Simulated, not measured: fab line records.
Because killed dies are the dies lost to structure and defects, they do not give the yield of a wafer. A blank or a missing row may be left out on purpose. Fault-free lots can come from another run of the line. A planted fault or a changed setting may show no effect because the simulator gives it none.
Split-lot experiment :: flow gf180mcu :: 5 lots, 23 wafers read, on a route of 602 steps

== THE SPLIT ==
At GF_PASSIVATION_CVD_00 (deposits SiO2 from TEOS, target thk 1000 nm, time 111.95 s), the setting time s was moved away from the recipe's 111.95 s on 9 of the 23 wafers read, by +4.9% to +14.7%. For the rest of the wafers, this setting stayed at what the recipe calls for.

== FROM THE SPLIT TO THE READING: what the file shows between them, 6 steps ==
- GF_PASSIVATION_THK_MEAS_01
- GF_PASSIVATION_HMDS_05: prime time 60 s (also split here: prime time s)
- GF_PASSIVATION_COAT_06: resist thk 4000 nm
- GF_PASSIVATION_SOFTBAKE_07
- GF_PASSIVATION_PEB_09
- GF_PASSIVATION_DEVELOP_10: develop time 60 s

== THE READING ==
oes product au, in a.u., at GF_PASSIVATION_ETCH_11 (etches the open film in CF4/O2, stops on TiN, target depth 1800 nm, time 400 s). Typical for fault-free wafers on this fab line: 0.964 a.u., with standard deviation 0.0067 a.u.

wafer: L076.3
tool, chamber at the split: pecvd-04, 1
time s as run, s: 111.95
against the recipe: recipe
oes product au, a.u.: 0.957
against lot-mates on the recipe: -

wafer: L076.4
tool, chamber at the split: pecvd-04, 2,0
time s as run, s: 111.95
against the recipe: recipe
oes product au, a.u.: 0.966
against lot-mates on the recipe: -

wafer: L076.5
tool, chamber at the split: pecvd-04, 2,0
time s as run, s: 111.95
against the recipe: recipe
oes product au, a.u.: 0.975
against lot-mates on the recipe: -

wafer: L078.1
tool, chamber at the split: pecvd-02, 1
time s as run, s: 118.9
against the recipe: +6.2%
oes product au, a.u.: 0.983
against lot-mates on the recipe: +0.010

wafer: L078.2
tool, chamber at the split: pecvd-02, 0
time s as run, s: 111.95
against the recipe: recipe
oes product au, a.u.: 0.965
against lot-mates on the recipe: -

wafer: L078.4
tool, chamber at the split: pecvd-02, 1
time s as run, s: 118.9
against the recipe: +6.2%
oes product au, a.u.: 0.992
against lot-mates on the recipe: +0.019

wafer: L078.5
tool, chamber at the split: pecvd-02, 0
time s as run, s: 111.95
against the recipe: recipe
oes product au, a.u.: 0.972
against lot-mates on the recipe: -

wafer: L078.6
tool, chamber at the split: pecvd-02, 2
time s as run, s: 111.95
against the recipe: recipe
oes product au, a.u.: 0.981
against lot-mates on the recipe: -

wafer: L079.1
tool, chamber at the split: pecvd-02, 2
time s as run, s: 111.95
against the recipe: recipe
oes product au, a.u.: 0.959
against lot-mates on the recipe: -

wafer: L079.2
tool, chamber at the split: pecvd-02, 0
time s as run, s: 128.4
against the recipe: +14.7%
oes product au, a.u.: 1.008
against lot-mates on the recipe: +0.044

wafer: L079.3
tool, chamber at the split: pecvd-02, 1
time s as run, s: 111.95
against the recipe: recipe
oes product au, a.u.: 0.954
against lot-mates on the recipe: -

wafer: L079.5
tool, chamber at the split: pecvd-02, 1
time s as run, s: 128.4
against the recipe: +14.7%
oes product au, a.u.: 1.013
against lot-mates on the recipe: +0.049

wafer: L079.6
tool, chamber at the split: pecvd-02, 2
time s as run, s: 111.95
against the recipe: recipe
oes product au, a.u.: 0.979
against lot-mates on the recipe: -

wafer: L082.1
tool, chamber at the split: pecvd-02, 2
time s as run, s: 111.95
against the recipe: recipe
oes product au, a.u.: 0.962
against lot-mates on the recipe: -

wafer: L082.2
tool, chamber at the split: pecvd-02, 1
time s as run, s: 122
against the recipe: +9.0%
oes product au, a.u.: 0.988
against lot-mates on the recipe: +0.024

wafer: L082.3
tool, chamber at the split: pecvd-02, 0
time s as run, s: 122
against the recipe: +9.0%
oes product au, a.u.: 0.990
against lot-mates on the recipe: +0.026

wafer: L082.5
tool, chamber at the split: pecvd-02, 2
time s as run, s: 111.95
against the recipe: recipe
oes product au, a.u.: 0.963
against lot-mates on the recipe: -

wafer: L082.6
tool, chamber at the split: pecvd-02, 1
time s as run, s: 111.95
against the recipe: recipe
oes product au, a.u.: 0.968
against lot-mates on the recipe: -

wafer: L083.1
tool, chamber at the split: pecvd-03, 0
time s as run, s: 117.4
against the recipe: +4.9%
oes product au, a.u.: 0.988
against lot-mates on the recipe: +0.026

wafer: L083.2
tool, chamber at the split: pecvd-03, 1
time s as run, s: 117.4
against the recipe: +4.9%
oes product au, a.u.: 0.973
against lot-mates on the recipe: +0.011

wafer: L083.3
tool, chamber at the split: pecvd-03, 2
time s as run, s: 111.95
against the recipe: recipe
oes product au, a.u.: 0.959
against lot-mates on the recipe: -

wafer: L083.4
tool, chamber at the split: pecvd-03, 1
time s as run, s: 111.95
against the recipe: recipe
oes product au, a.u.: 0.965
against lot-mates on the recipe: -

wafer: L083.5
tool, chamber at the split: pecvd-03, 2
time s as run, s: 117.4
against the recipe: +4.9%
oes product au, a.u.: 0.985
against lot-mates on the recipe: +0.023
If several chambers appear in one row, that row covers several wafers at once and the file leaves open which wafer was in which chamber.

FIT RESULTS
A straight line over all 23 wafers: oes product au changes by +0.00297 a.u. for each +1% of time s; r = +0.89; the points scatter about the line by 0.0072 a.u.
The same after taking each lot's own level away (the mean of its wafers on the recipe; 23 wafers): +0.00307 a.u. for each +1%; r = +0.91; scatter 0.0069 a.u.
According to that fit, moving time s by its largest amount changes the reading by 0.045 a.u.
The lots' own levels span 0.9620 to 0.9727 a.u., that is 1.6 times the standard deviation above.
The two slopes agree, so the slope changes little with the lot-to-lot level.
Check: +0.0458 a.u. against its lot-mates is what the line predicts for one of the wafers moved furthest among these (+14.7%) when that wafer is left out of the fit. It came out at +0.044 a.u. against them.

== THESE WAFERS: OTHER SPLITS ==
These wafers also went through other splits before the reading. Each is held against what the fit with the lots' levels taken away leaves over:
other split on the same wafers: GF_M5_DEVELOP_06 develop time s
wafers away from the commonest value: 11
r with oes product au (lot level and that fit taken away): -0.12

other split on the same wafers: GF_TOP_METAL_SPUTTER_02 time s
wafers away from the commonest value: 7
r with oes product au (lot level and that fit taken away): -0.07

other split on the same wafers: GF_TOP_METAL_COAT_09 resist thk nm
wafers away from the commonest value: 6
r with oes product au (lot level and that fit taken away): -0.25

other split on the same wafers: GF_PASSIVATION_HMDS_05 prime time s
wafers away from the commonest value: 5
r with oes product au (lot level and that fit taken away): +0.16

== THE WHOLE CHAIN: every reading that the file lists as answering this split, in the file's order ==
step: GF_PASSIVATION_CVD_00
what it does: deposits SiO2 from TEOS, target thk 1000 nm, time 111.95 s
reading: SiO2_of_PASSIVATION_CVD_00.thk nm (the simulator's own value, which no gauge read)
change (the file's fit): +9.25 nm for each +1% of the setting
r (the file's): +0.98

step: GF_PASSIVATION_THK_MEAS_01
what it does: 
reading: PASSIVATION_CVD_00_THK
change (the file's fit): +9.26 for each +1% of the setting
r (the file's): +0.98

step: GF_PASSIVATION_ETCH_11
what it does: etches the open film in CF4/O2, stops on TiN, target depth 1800 nm, time 400 s
reading: oes product au
change (the file's fit): +0.00305 a.u. for each +1% of the setting
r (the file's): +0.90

step: GF_PASSIVATION_ETCH_11
what it does: etches the open film in CF4/O2, stops on TiN, target depth 1800 nm, time 400 s
reading: PASSIVATION.feature depth nm (the simulator's own value, which no gauge read)
change (the file's fit): +8.97 nm for each +1% of the setting
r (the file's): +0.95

== THE FILE'S OWN FIT ==
oes product au changes by +0.00305 a.u. for each +1% of time s, r = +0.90.
